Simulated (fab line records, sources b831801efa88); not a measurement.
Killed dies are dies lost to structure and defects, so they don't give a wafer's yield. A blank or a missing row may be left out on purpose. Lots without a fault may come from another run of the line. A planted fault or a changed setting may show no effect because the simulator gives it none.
Problem report in the 8D (eight disciplines) form, filled by code | flow sky130 | the parts of the form that need people (team, actions taken, sign-off) are left out

1. THE PROBLEM
oes_product_au at SKY_FIELD_ISO_ETCH_17 reads a mean of 0.804 a.u. on 2 wafers of 1 lot; wafers without a fault read 1.001 a.u. with a standard deviation of 0.0092. That is -21 standard deviations from the usual mean.
The step: etches Si in HBr/Cl2/O2, target depth 342 nm, time 97.7 s.
First seen on wafer L301.4, day 4 20:25, on rie_si-02. The record holds 15 wafers of 5 lots with a number at this step. Rule for "out", or "out of limits": more than 4 standard deviations from the usual mean. The other wafers with a number count as sound.

2. WHAT IT IS AND WHAT IT IS NOT
question                    | is                                 | is not
which readings at this step | oes_product_au, throttle_valve_pct | bias_w, drypump_motor_current_A, rf_fwd_power_W
which lots                  | L301                               | L290, L305, L307, L308
which wafers of those lots  | L301.4, L301.5                     | L301.2
read on which tools         | rie_si-02                          | rie_si-01
when                        | from day 4 20:25                   | up to then (4 sound wafers); but 9 sound wafers of L305, L307, L308 came after

3. SUSPECTS, AND WHAT RULES EACH OUT
Counting: a tool at a process step up to the reading stays a suspect if it ran every lot that is out. Sound lots after the first of them don't rule it out here, since some wafers of a struck lot are sound.
- rie_diel-04 at SKY_FIELD_ISO_ETCH_14 (etches BARC in N2/H2, stops on SiO2, time 45.9 s, target depth 60 nm): kept. It ran the lot that is out, L301 (day 4 20:13).
- rie_diel-04 at SKY_FIELD_ISO_ETCH_15 (etches the open film in CHF3/O2, stops on Si, target depth 180 nm, time 72 s): kept. It ran the lot that is out, L301 (day 4 20:16).
- plasma_asher-01 at SKY_FIELD_ISO_STRIP_16 (strips in O2/N2): kept. It ran the lot that is out, L301 (day 4 20:19); its last sound lot up to then is L290 (day 2 10:28).
- rie_si-02 at SKY_FIELD_ISO_ETCH_17 (etches Si in HBr/Cl2/O2, target depth 342 nm, time 97.7 s): kept. It ran the lot that is out, L301 (day 4 20:25); its last sound lot up to then is L290 (day 2 10:34). Its own readings are out on those wafers: oes_product_au, throttle_valve_pct.
- Within rie_diel-04 at SKY_FIELD_ISO_ETCH_14: the wafers that are out ran in chambers 1, 2; their sound lot-mates ran in chamber 0.
- Within rie_diel-04 at SKY_FIELD_ISO_ETCH_15: the wafers that are out ran in chambers 1, 2; their sound lot-mates ran in chamber 0.
- Within rie_si-02 at SKY_FIELD_ISO_ETCH_17: the wafers that are out ran in chamber 2; their sound lot-mates ran in chamber 0.
Left after counting: rie_diel-04 at SKY_FIELD_ISO_ETCH_14, rie_diel-04 at SKY_FIELD_ISO_ETCH_15, plasma_asher-01 at SKY_FIELD_ISO_STRIP_16, rie_si-02 at SKY_FIELD_ISO_ETCH_17.

4. THE CAUSE (what the simulator had put in)
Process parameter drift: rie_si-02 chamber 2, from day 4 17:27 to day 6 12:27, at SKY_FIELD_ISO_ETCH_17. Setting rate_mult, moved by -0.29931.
Counting left 4 suspects, and this tool is among them.

5. THE CHAIN OF EFFECTS, in route order
Each row: a reading whose mean over the struck wafers that have a number lies more than 3 standard deviations from the usual. Only readings for which the record gives a usual standard deviation are gone through. hours: the time from each lot's start at the first step in this table that gives one to its start at this step, as a median over the lots. sigmas: the change in usual standard deviations.
hours | step                  | reading            | usual      | on struck wafers | change | sigmas
0     | SKY_FIELD_ISO_ETCH_17 | oes_product_au     | 1.001 a.u. | 0.804            | -0.197 | -21
0     | SKY_FIELD_ISO_ETCH_17 | throttle_valve_pct | 25.656 %   | 25.793           | +0.137 | +14
The process steps in it:
- SKY_FIELD_ISO_ETCH_17: etches Si in HBr/Cl2/O2, target depth 342 nm, time 97.7 s.
Later measuring or inspecting steps at which every struck wafer that the step has a row for has a number for every such reading, and none has moved that far: SKY_FIELD_ISO_THK_MEAS_23, SKY_FIELD_ISO_THK_MEAS_25.

6. WHAT WOULD HAVE CAUGHT IT SOONER
In this record the first reading out of limits was taken at day 4 20:25, 3 hours after the fault began at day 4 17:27.
